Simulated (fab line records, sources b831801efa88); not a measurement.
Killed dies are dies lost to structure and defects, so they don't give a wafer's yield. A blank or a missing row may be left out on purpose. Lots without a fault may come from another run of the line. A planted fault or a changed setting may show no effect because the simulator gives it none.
fab line records | flow sky130
record lots=24 wafers=72 last_day=50
route steps=708 shown VT_ADJUST_PCH@150 VIA2@522 METAL3@532 VIA3@585 METAL4@632
lots that met no fault: from a run of the same line without faults
start_h: hours from the record's first day to the start of the lot's first wafer shown | wait_h: hours since the lot's step before | " the same as in the row above | L1.1+2: a row that stands for several wafers | - no value, or no start given | * or withheld: withheld | < > ~ a bound
route shown NAME@n: a module of which the file shows steps, and the number in the route of the first | usual: mean/standard deviation of fault-free wafers | same: alike in all rows | chamber/n: place in a boat | sites: the reading at each site | _std_site: their standard deviation | _edge_site: outer sites' mean less inner sites' | radius_mm: how far each site lies from the wafer's centre | mask NAME#n: copy n | behind: the tool/chamber that last shaped the wafer | hold: why the lot was held/for how many hours/how that ended | device: the transistor (n, p or np) that didn't switch | end of line: the same wafers' tests at the end of the route | a step without rows: its recipe alone | killed: dies lost to structure and defects at the first sort, not the wafer's yield | map: a wafer's dies, x killed, . not, _ none there
set.NAME: the setting as run; set.NAME@STEP: as run at that earlier step | model.NAME: the simulator's own value behind a step, which no gauge read
steps of the route over a sample of lots; a table a step, a row a wafer
services: from which hour (start_h, from the record's first day; less than 0 if before it) a tool's chamber was out of use, for how many hours, and why
## steps
# step SKY_VT_ADJUST_PCH_OVL_MEAS_07
# usual VT_ADJUST_PCH_OVL=-1.0/1.5
# columns lot.wafer tool chamber start_h wait_h VT_ADJUST_PCH_OVL[nm]
L074.2 overlay-01 - 232.10 - -0.3
L074.4 " - " " -2.5
L074.5 " - " " -2.3
L075.2 overlay-02 - 234.15 - 0.4
L075.5 " - " " 0.1
L075.6 " - " " -0.6
L076.1 overlay-01 - 242.00 - 0.0
L076.4 " - " " 2.7
L076.5 " - " " 1.2
L077.2 overlay-02 - 251.59 - -1.3
L077.3 " - " " -1.3
L077.6 " - " " -0.6
L078.1 overlay-01 - 259.08 - -2.1
L078.2 " - " " -5.6
L078.6 " - " " -3.5
L079.3 overlay-01 - 266.86 - -0.8
L079.4 " - " " -0.8
L079.5 " - " " -3.5
L080.1 overlay-01 - 274.00 - -2.6
L080.2 " - " " -2.3
L080.5 " - " " -2.1
L081.2 overlay-01 - 284.50 - -2.0
L081.3 " - " " 0.6
L081.6 " - " " -1.1
L082.1 overlay-01 - 289.85 - 0.0
L082.3 " - " " -2.1
L082.5 " - " " 0.0
L083.1 overlay-02 - 293.45 - 1.1
L083.3 " - " " -0.6
L083.4 " - " " -0.8
L084.4 overlay-02 - 301.81 - -2.5
L084.5 " - " " -1.4
L084.6 " - " " -2.7
L085.2 overlay-01 - 310.79 - -0.3
L085.3 " - " " 0.6
L085.6 " - " " -1.1
L086.2 overlay-01 - 317.20 - -2.8
L086.3 " - " " 0.1
L086.5 " - " " -0.6
L087.2 overlay-01 - 327.95 - -1.9
L087.5 " - " " -2.4
L087.6 " - " " -2.6
L088.2 overlay-01 - 335.94 - 1.0
L088.5 " - " " 0.6
L088.6 " - " " 2.3
L089.1 overlay-01 - 338.30 - -2.4
L089.2 " - " " -2.3
L089.5 " - " " -2.3
L090.4 overlay-02 - 346.06 - -0.8
L090.5 " - " " -1.9
L090.6 " - " " -0.3
L091.1 overlay-02 - 352.90 - -0.7
L091.4 " - " " 1.5
L091.5 " - " " 0.7
L092.1 overlay-02 - 361.65 - -1.5
L092.5 " - " " -1.1
L092.6 " - " " 0.3
L093.1 overlay-02 - 374.95 - -1.3
L093.4 " - " " 3.3
L093.5 " - " " -1.5
L094.2 overlay-01 - 379.45 - -1.0
L094.5 " - " " -0.6
L094.6 " - " " -3.1
L095.2 overlay-02 - 390.50 - -1.7
L095.3 " - " " -1.6
L095.6 " - " " -2.7
L096.3 overlay-01 - 395.01 - -1.7
L096.4 " - " " -0.9
L096.5 " - " " -1.0
L097.1 overlay-01 - 405.28 - -0.4
L097.3 " - " " -1.5
L097.4 " - " " -0.6
# step SKY_VIA2_ETCH_15
# recipe target=SiO2 chemistry=C4F8/O2/Ar target_depth_nm=546 stop_on=TiN mask_material=KrF-thick source_w=1500 bias_w=1200 pressure_mtorr=40 c4f8_flow_sccm=withheld O2_flow_sccm=6 Ar_flow_sccm=300 time_s=84
# usual oes_product_au=0.940/0.0042
# same time_s=84
# columns lot.wafer tool chamber start_h wait_h oes_product_au rf_hours_counter_h
L074.2 rie_diel-04 3 854.98 0.0 0.943 16
L074.4 " 0 " " 0.941 2
L074.5 " 1 " " 0.938 -
L075.2 rie_diel-04 3 857.24 0.0 0.938 16
L075.5 " 0 " " 0.937 -
L075.6 " 1 " " 0.936 -
L076.1 rie_diel-03 0 869.14 0.0 0.944 23
L076.4 " 0 " " 0.948 -
L076.5 " 2 " " 0.942 -
L077.2 rie_diel-01 0 877.34 0.0 0.937 24
L077.3 " 2 " " 0.947 14
L077.6 " 0 " " 0.930 -
L078.1 rie_diel-04 0 880.83 0.0 0.946 2
L078.2 " 3 " " 0.940 16
L078.6 " 3 " " 0.947 -
L079.3 rie_diel-01 1 905.03 0.0 0.942 8
L079.4 " 2 " " 0.945 15
L079.5 " 1 " " 0.936 -
L080.1 rie_diel-04 3 907.84 0.0 0.947 17
L080.2 " 2 " " 0.944 8
L080.5 " 0 " " 0.937 -
L081.2 rie_diel-01 3 909.39 0.0 0.933 8
L081.3 " 1 " " 0.941 9
L081.6 " 2 " " 0.944 -
L082.1 rie_diel-03 1 919.16 0.0 0.944 16
L082.3 " 2 " " 0.939 17
L082.5 " 1 " " 0.935 -
L083.1 rie_diel-04 0 926.73 0.0 0.940 4
L083.3 " 2 " " 0.942 8
L083.4 " 1 " " 0.942 3
L084.4 rie_diel-04 1 930.43 0.0 0.940 3
L084.5 " 2 " " 0.939 -
L084.6 " 3 " " 0.933 -
L085.2 rie_diel-01 1 933.88 0.0 0.936 9
L085.3 " 3 " " 0.933 9
L085.6 " 2 " " 0.935 -
L086.2 rie_diel-04 1 941.89 0.0 0.945 3
L086.3 " 3 " " 0.939 18
L086.5 " 0 " " 0.937 -
L087.2 rie_diel-01 3 948.58 0.0 0.940 9
L087.5 " 2 " " 0.942 -
L087.6 " 3 " " 0.942 -
L088.2 rie_diel-04 1 960.83 0.0 0.935 4
L088.5 " 2 " " 0.947 -
L088.6 " 3 " " 0.951 -
L089.1 rie_diel-03 0 961.88 0.0 0.942 26
L089.2 " 3 " " 0.938 11
L089.5 " 3 " " 0.940 -
L090.4 rie_diel-04 2 962.23 0.0 0.941 9
L090.5 " 3 " " 0.933 -
L090.6 " 2 " " 0.934 -
L091.1 rie_diel-01 0 970.38 0.0 0.941 27
L091.4 " 3 " " 0.939 10
L091.5 " 3 " " 0.942 -
L092.1 rie_diel-04 2 984.24 0.0 0.939 10
L092.5 " 1 " " 0.946 -
L092.6 " 0 " " 0.934 -
L094.2 rie_diel-03 0 994.70 0.0 0.941 27
L094.5 " 2 " " 0.942 -
L094.6 " 3 " " 0.936 -
L093.1 rie_diel-01 1 995.38 0.0 0.946 11
L093.4 " 0 " " 0.940 28
L093.5 " 2 " " 0.940 -
L095.2 rie_diel-03 0 1006.23 0.0 0.937 28
L095.3 " 3 " " 0.938 13
L095.6 " 2 " " 0.938 -
L096.3 rie_diel-03 1 1008.85 0.0 0.936 18
L096.4 " 2 " " 0.936 19
L096.5 " 3 " " 0.932 -
L097.1 rie_diel-04 2 1015.69 0.0 0.946 11
L097.3 " 0 " " 0.940 6
L097.4 " 1 " " 0.944 5
# step SKY_METAL3_SPUTTER_00
# recipe material=Ti target_thk_nm=15 power_w=3000 time_s=10 chamber_pressure_pa=0.4
# usual cathode_dc_power_W=3000.0/0.53 throttle_valve_pct=29.8/1
# same time_s=10
# columns lot.wafer tool chamber start_h wait_h cathode_dc_power_W throttle_valve_pct
L074.2 pvd_sputter-03 - 856.65 0.2 3000.1 28.2
L074.4 " - " " 2999.5 28.6
L074.5 " - " " 3000.0 30.8
L075.2 pvd_sputter-01 - 858.65 0.2 3001.2 31.4
L075.5 " - " " 3000.4 29.2
L075.6 " - " " 2999.8 31.3
L076.1 pvd_sputter-04 - 870.48 0.2 2998.8 29.7
L076.4 " - " " 3000.2 29.9
L076.5 " - " " 3000.7 31.9
L077.2 pvd_sputter-01 - 878.68 0.2 2999.4 31.2
L077.3 " - " " 2998.9 29.3
L077.6 " - " " 2999.8 29.4
L078.1 pvd_sputter-01 - 882.20 0.1 3001.0 31.1
L078.2 " - " " 3000.0 29.0
L078.6 " - " " 3000.6 31.0
L079.3 pvd_sputter-03 - 906.44 0.2 2998.9 30.6
L079.4 " - " " 3000.0 28.7
L079.5 " - " " 3000.0 29.3
L080.1 pvd_sputter-03 - 909.20 0.2 2999.5 30.9
L080.2 " - " " 3000.3 29.0
L080.5 " - " " 2999.9 28.8
L081.2 pvd_sputter-04 - 910.90 0.1 2998.8 30.1
L081.3 " - " " 3000.5 29.7
L081.6 " - " " 3000.2 29.5
L082.1 pvd_sputter-03 - 920.71 0.2 2999.2 29.1
L082.3 " - " " 2999.3 28.8
L082.5 " - " " 3000.4 29.1
L083.1 pvd_sputter-03 - 928.14 0.2 3000.1 30.7
L083.3 " - " " 3000.6 29.0
L083.4 " - " " 3000.4 28.8
L084.4 pvd_sputter-04 - 931.78 0.2 2999.8 29.8
L084.5 " - " " 2999.7 29.7
L084.6 " - " " 3000.2 30.2
L085.2 pvd_sputter-04 - 935.21 0.1 3000.8 29.9
L085.3 " - " " 3000.0 29.8
L085.6 " - " " 3000.1 29.9
L086.2 pvd_sputter-03 - 943.30 0.1 2999.7 29.0
L086.3 " - " " 2999.2 30.8
L086.5 " - " " 2999.3 31.2
L087.2 pvd_sputter-01 - 949.91 0.2 2999.6 29.3
L087.5 " - " " 2999.7 30.9
L087.6 " - " " 3000.1 29.2
L088.2 pvd_sputter-03 - 962.51 0.2 3001.1 29.1
L088.5 " - " " 2999.5 27.9
L088.6 " - " " 3000.6 29.2
L089.1 pvd_sputter-03 - 963.21 0.2 2999.8 30.7
L089.2 " - " " 2999.6 28.7
L089.5 " - " " 3000.0 28.2
L090.4 pvd_sputter-01 - 963.61 0.1 3000.0 31.1
L090.5 " - " " 3000.5 29.3
L090.6 " - " " 3000.1 29.1
L091.1 pvd_sputter-01 - 971.75 0.1 2999.3 30.7
L091.4 " - " " 2999.8 31.3
L091.5 " - " " 2999.5 30.9
L092.1 pvd_sputter-01 - 985.64 0.1 2999.7 29.2
L092.5 " - " " 3000.3 29.0
L092.6 " - " " 2999.9 29.3
L094.2 pvd_sputter-01 - 996.05 0.2 2999.5 29.3
L094.5 " - " " 2999.4 29.5
L094.6 " - " " 2999.8 28.9
L093.1 pvd_sputter-03 - 996.75 0.2 3000.2 29.1
L093.4 " - " " 3000.0 28.7
L093.5 " - " " 3000.6 29.0
L095.2 pvd_sputter-01 - 1008.51 1.1 3000.0 30.9
L095.3 " - " " 3000.9 31.2
L095.6 " - " " 2999.6 29.0
L096.3 pvd_sputter-01 - 1010.18 0.1 2999.1 29.4
L096.4 " - " " 2999.7 29.2
L096.5 " - " " 2999.6 29.2
L097.1 pvd_sputter-03 - 1017.02 0.2 3000.8 28.2
L097.3 " - " " 3000.5 30.6
L097.4 " - " " 3000.1 29.2
# step SKY_VIA3_CD_MEAS_12
# recipe target_cd_nm=200
# usual cd_nm=199.7/1.2
# columns lot.wafer tool chamber start_h wait_h cd_nm
L074.2 cd_sem-02 - 936.35 - 202.4
L074.4 " - " " 201.7
L074.5 " - " " 200.5
L075.2 cd_sem-01 - 938.32 - 200.3
L075.5 " - " " 199.8
L075.6 " - " " 199.3
L076.1 cd_sem-01 - 949.53 - 200.4
L076.4 " - " " 199.8
L076.5 " - " " 200.1
L077.2 cd_sem-01 - 956.22 - 197.0
L077.3 " - " " 198.7
L077.6 " - " " 199.1
L078.1 cd_sem-02 - 959.75 - 198.5
L078.2 " - " " 197.8
L078.6 " - " " 197.5
L079.3 cd_sem-02 - 981.49 - 200.2
L079.4 " - " " 198.9
L079.5 " - " " 200.1
L080.1 cd_sem-02 - 984.98 - 200.3
L080.2 " - " " 198.3
L080.5 " - " " 200.4
L081.2 cd_sem-02 - 987.52 - 200.0
L081.3 " - " " 200.8
L081.6 " - " " 200.4
L082.1 cd_sem-01 - 996.40 - 199.0
L082.3 " - " " 199.0
L082.5 " - " " 198.9
L083.1 cd_sem-02 - 1003.20 - 201.6
L083.3 " - " " 200.9
L083.4 " - " " 202.0
L084.4 cd_sem-01 - 1005.91 - 200.8
L084.5 " - " " 199.1
L084.6 " - " " 199.7
L085.2 cd_sem-02 - 1009.29 - 199.6
L085.3 " - " " 200.9
L085.6 " - " " 201.6
L086.2 cd_sem-01 - 1017.00 - 197.9
L086.3 " - " " 198.2
L086.5 " - " " 198.6
L087.2 cd_sem-02 - 1023.52 - 199.6
L087.5 " - " " 198.7
L087.6 " - " " 197.5
L088.2 cd_sem-01 - 1034.72 - 200.1
L088.5 " - " " 197.5
L088.6 " - " " 199.4
L089.1 cd_sem-02 - 1036.08 - 199.6
L089.2 " - " " 201.2
L089.5 " - " " 198.6
L090.4 cd_sem-01 - 1037.11 - 200.3
L090.5 " - " " 200.5
L090.6 " - " " 198.5
L091.1 cd_sem-01 - 1044.55 - 200.3
L091.4 " - " " 198.0
L091.5 " - " " 198.6
L092.1 cd_sem-01 - 1057.15 - 199.8
L092.5 " - " " 200.7
L092.6 " - " " 200.0
L094.2 cd_sem-01 - 1065.57 - 202.6
L094.5 " - " " 200.8
L094.6 " - " " 200.9
L093.1 cd_sem-02 - 1067.53 - 200.0
L093.4 " - " " 199.7
L093.5 " - " " 199.5
L095.2 cd_sem-02 - 1078.32 - 199.8
L095.3 " - " " 201.0
L095.6 " - " " 198.1
L096.3 cd_sem-01 - 1080.69 - 200.1
L096.4 " - " " 199.0
L096.5 " - " " 200.1
L097.1 cd_sem-01 - 1085.50 - 199.5
L097.3 " - " " 200.3
L097.4 " - " " 197.7
# step SKY_VIA3_SPUTTER_20
# recipe material=TiN target_thk_nm=20 chamber_pressure_pa=5 power_w=4000 time_s=80
# usual cathode_dc_power_W=4000.0/0.72 throttle_valve_pct=29.5/0.83
# same time_s=80
# columns lot.wafer tool chamber start_h wait_h cathode_dc_power_W throttle_valve_pct
L074.2 pvd_sputter-01 - 937.19 0.0 3999.8 31.1
L074.4 " - " " 3999.6 29.4
L074.5 " - " " 3999.5 30.9
L075.2 pvd_sputter-02 - 939.23 0.0 4000.3 29.1
L075.5 " - " " 4000.7 29.8
L075.6 " - " " 3999.6 30.1
L076.1 pvd_sputter-03 - 950.41 0.0 3999.8 28.8
L076.4 " - " " 4001.2 29.4
L076.5 " - " " 3999.1 29.2
L077.2 pvd_sputter-03 - 957.05 0.0 4000.4 29.2
L077.3 " - " " 4000.5 30.8
L077.6 " - " " 3999.6 29.1
L078.1 pvd_sputter-02 - 960.60 0.0 4000.2 30.0
L078.2 " - " " 4000.0 30.1
L078.6 " - " " 4000.1 29.7
L079.3 pvd_sputter-01 - 982.30 0.0 4000.7 31.0
L079.4 " - " " 4000.3 31.0
L079.5 " - " " 4000.0 29.1
L080.1 pvd_sputter-03 - 985.91 0.0 4000.1 28.4
L080.2 " - " " 3998.9 28.7
L080.5 " - " " 3999.8 28.9
L081.2 pvd_sputter-02 - 988.45 0.0 3999.7 29.3
L081.3 " - " " 3999.8 30.3
L081.6 " - " " 3999.0 29.7
L082.1 pvd_sputter-01 - 997.29 0.0 4001.1 29.3
L082.3 " - " " 4000.3 31.3
L082.5 " - " " 3999.8 31.0
L083.1 pvd_sputter-02 - 1004.05 0.0 3999.3 30.0
L083.3 " - " " 3999.9 28.6
L083.4 " - " " 4000.5 29.2
L084.4 pvd_sputter-02 - 1006.70 0.0 4001.0 29.8
L084.5 " - " " 4000.3 29.8
L084.6 " - " " 4001.0 29.2
L085.2 pvd_sputter-02 - 1010.17 0.0 4000.9 29.7
L085.3 " - " " 4000.5 28.8
L085.6 " - " " 4000.2 29.3
L086.2 pvd_sputter-02 - 1017.87 0.0 3999.4 30.0
L086.3 " - " " 3999.6 29.8
L086.5 " - " " 3998.6 30.0
L087.2 pvd_sputter-03 - 1024.44 0.0 4000.9 28.2
L087.5 " - " " 3999.4 28.9
L087.6 " - " " 4000.1 28.1
L088.2 pvd_sputter-02 - 1035.56 0.0 4001.0 29.8
L088.5 " - " " 3998.4 28.7
L088.6 " - " " 4000.7 29.7
L089.1 pvd_sputter-03 - 1036.94 0.0 4000.1 29.1
L089.2 " - " " 4000.5 28.9
L089.5 " - " " 3999.4 29.4
L090.4 pvd_sputter-02 - 1037.96 0.0 3999.9 29.9
L090.5 " - " " 3999.8 29.9
L090.6 " - " " 4001.2 29.9
L091.1 pvd_sputter-03 - 1045.41 0.0 4000.6 28.9
L091.4 " - " " 4000.8 30.7
L091.5 " - " " 3999.4 28.2
L092.1 pvd_sputter-01 - 1058.04 0.0 4000.9 29.5
L092.5 " - " " 3999.5 29.1
L092.6 " - " " 3999.5 29.0
L094.2 pvd_sputter-03 - 1066.44 0.0 3999.0 28.8
L094.5 " - " " 4000.1 28.8
L094.6 " - " " 3999.7 28.5
L093.1 pvd_sputter-03 - 1068.46 0.0 3999.0 29.1
L093.4 " - " " 4000.3 29.2
L093.5 " - " " 4000.2 28.2
L095.2 pvd_sputter-02 - 1079.17 0.0 3999.0 28.8
L095.3 " - " " 4001.0 29.7
L095.6 " - " " 4000.1 29.1
L096.3 pvd_sputter-01 - 1082.01 0.0 3999.7 30.9
L096.4 " - " " 4001.4 31.1
L096.5 " - " " 3999.0 29.1
L097.1 pvd_sputter-01 - 1086.75 0.0 4000.2 31.2
L097.3 " - " " 3999.7 29.3
L097.4 " - " " 3999.1 29.2
# step SKY_METAL4_ETCH_16
# recipe chemistry=N2/H2 target=BARC ion_energy_ev=200 bias_w=100 pressure_mtorr=30 n2_flow_sccm=100 h2_flow_sccm=200 icp_w=500 stop_on=SiO2 time_s=88.2 target_depth_a=600
# usual drypump_motor_current_A=5.78/0.21 oes_product_au=0.626/0.0047 throttle_valve_pct=13.206/0.0091
# same time_s=88.2
# columns lot.wafer tool chamber start_h wait_h drypump_motor_current_A oes_product_au rf_hours_counter_h throttle_valve_pct
L074.2 rie_metal-01 0 988.10 0.1 6.06 0.628 - 13.212
L074.4 " 0 " " 6.03 0.632 - 13.208
L074.5 " 0 " " 6.02 0.627 - 13.212
L075.2 rie_metal-02 1 989.58 0.0 5.57 0.622 22 13.222
L075.5 " 0 " " 5.99 0.614 - 13.189
L075.6 " 1 " " 5.57 0.622 - 13.189
L076.1 rie_metal-04 0 1001.18 0.0 5.73 0.624 6 13.216
L076.4 " 0 " " 5.73 0.620 - 13.212
L076.5 " 0 " " 5.74 0.615 - 13.202
L077.2 rie_metal-02 0 1005.68 0.0 5.96 0.626 19 13.218
L077.3 " 1 " " 5.56 0.631 - 13.199
L077.6 " 1 " " 5.58 0.632 - 13.219
L078.1 rie_metal-04 1 1009.99 0.0 5.86 0.621 12 13.199
L078.2 " 0 " " 5.71 0.625 7 13.214
L078.6 " 0 " " 5.72 0.620 - 13.199
L079.3 rie_metal-04 1 1030.37 0.0 5.85 0.627 - 13.204
L079.4 " 0 " " 5.70 0.631 - 13.188
L079.5 " 0 " " 5.73 0.627 - 13.200
L080.1 rie_metal-01 1 1034.03 0.0 5.49 0.633 2 13.215
L080.2 " 0 " " 6.03 0.626 6 13.224
L080.5 " 1 " " 5.49 0.633 - 13.199
L081.2 rie_metal-04 1 1037.49 0.0 5.86 0.621 14 13.206
L081.3 " 1 " " 5.87 0.634 - 13.202
L081.6 " 1 " " 5.86 0.629 - 13.202
L082.1 rie_metal-02 1 1044.55 0.0 5.57 0.627 25 13.217
L082.3 " 0 " " 6.00 0.627 - 13.218
L082.5 " 1 " " 5.58 0.624 - 13.201
L083.1 rie_metal-04 1 1053.33 0.0 5.81 0.623 15 13.196
L083.3 " 0 " " 5.75 0.626 - 13.206
L083.4 " 1 " " 5.87 0.631 - 13.216
L084.4 rie_metal-04 0 1054.42 0.0 5.69 0.625 - 13.211
L084.5 " 1 " " 5.83 0.622 - 13.200
L084.6 " 0 " " 5.72 0.628 - 13.197
L085.2 rie_metal-01 0 1057.24 0.0 6.05 0.627 8 13.205
L085.3 " 1 " " 5.48 0.626 - 13.207
L085.6 " 1 " " 5.50 0.625 - 13.201
L086.2 rie_metal-01 1 1064.23 0.0 5.49 0.621 4 13.207
L086.3 " 1 " " 5.48 0.627 - 13.218
L086.5 " 1 " " 5.48 0.616 - 13.202
L087.2 rie_metal-04 0 1070.49 0.0 5.71 0.625 11 13.215
L087.5 " 1 " " 5.83 0.624 - 13.203
L087.6 " 0 " " 5.73 0.620 - 13.193
L088.2 rie_metal-04 1 1081.03 0.0 5.85 0.636 17 13.209
L088.5 " 1 " " 5.87 0.623 - 13.209
L088.6 " 0 " " 5.74 0.624 - 13.195
L089.1 rie_metal-01 1 1082.38 0.0 5.48 0.625 5 13.181
L089.2 " 0 " " 6.03 0.629 10 13.204
L089.5 " 0 " " 6.06 0.624 - 13.215
L090.4 rie_metal-01 1 1083.42 0.0 5.49 0.634 - 13.197
L090.5 " 1 " " 5.47 0.627 - 13.211
L090.6 " 0 " " 6.07 0.620 - 13.203
L091.1 rie_metal-01 0 1090.63 0.0 5.99 0.626 10 13.202
L091.4 " 1 " " 5.46 0.619 - 13.202
L091.5 " 1 " " 5.49 0.622 - 13.176
L092.1 rie_metal-02 0 1102.75 0.0 5.96 0.633 27 13.207
L092.5 " 0 " " 5.97 0.623 - 13.208
L092.6 " 1 " " 5.57 0.630 - 13.207
L094.2 rie_metal-01 1 1111.03 0.0 5.48 0.630 7 13.202
L094.5 " 1 " " 5.46 0.623 - 13.214
L094.6 " 0 " " 6.01 0.627 - 13.210
L093.1 rie_metal-01 1 1112.18 0.0 5.51 0.627 8 13.205
L093.4 " 0 " " 6.03 0.630 - 13.205
L093.5 " 1 " " 5.50 0.619 - 13.196
L095.2 rie_metal-01 0 1122.16 0.0 6.04 0.622 13 13.194
L095.3 " 0 " " 6.04 0.621 - 13.204
L095.6 " 1 " " 5.49 0.616 - 13.217
L096.3 rie_metal-04 1 1127.57 0.0 5.84 0.631 - 13.204
L096.4 " 0 " " 5.74 0.631 - 13.221
L096.5 " 0 " " 5.73 0.628 - 13.215
L097.1 rie_metal-01 0 1128.48 0.0 6.07 0.624 13 13.198
L097.3 " 1 " " 5.46 0.620 - 13.199
L097.4 " 0 " " 6.06 0.630 - 13.217
## services
# columns tool chamber start_h hours kind
rie_diel-01 - 845.05 2.8 pm
pvd_sputter-01 - 848.94 5.2 repair
rie_diel-04 2 856.59 7.1 repair
rie_metal-01 1 863.65 7.3 repair
rie_diel-03 3 864.96 10.2 repair
rie_diel-04 2 871.16 2.4 repair
rie_diel-03 2 872.59 4.8 repair
pvd_sputter-03 - 878.04 2.4 repair
rie_diel-01 1 879.83 5.5 repair
rie_metal-01 - 882.57 28.1 pm
rie_diel-04 - 912.36 1.5 repair
rie_metal-04 0 932.06 16.6 repair
rie_diel-01 1 966.93 3.0 repair
rie_metal-01 - 967.61 2.8 pm
rie_metal-01 0 970.98 10.6 repair
rie_diel-01 1 976.97 4.0 repair
pvd_sputter-01 - 981.03 1.2 repair
pvd_sputter-02 - 995.14 1.4 repair
pvd_sputter-03 - 997.14 12.2 repair
pvd_sputter-01 - 1002.17 5.9 repair
rie_diel-01 0 1019.21 10.6 repair
rie_diel-01 2 1027.54 3.2 repair
pvd_sputter-01 - 1028.30 3.0 repair
rie_metal-04 - 1105.64 2.8 pm
## key
fault none
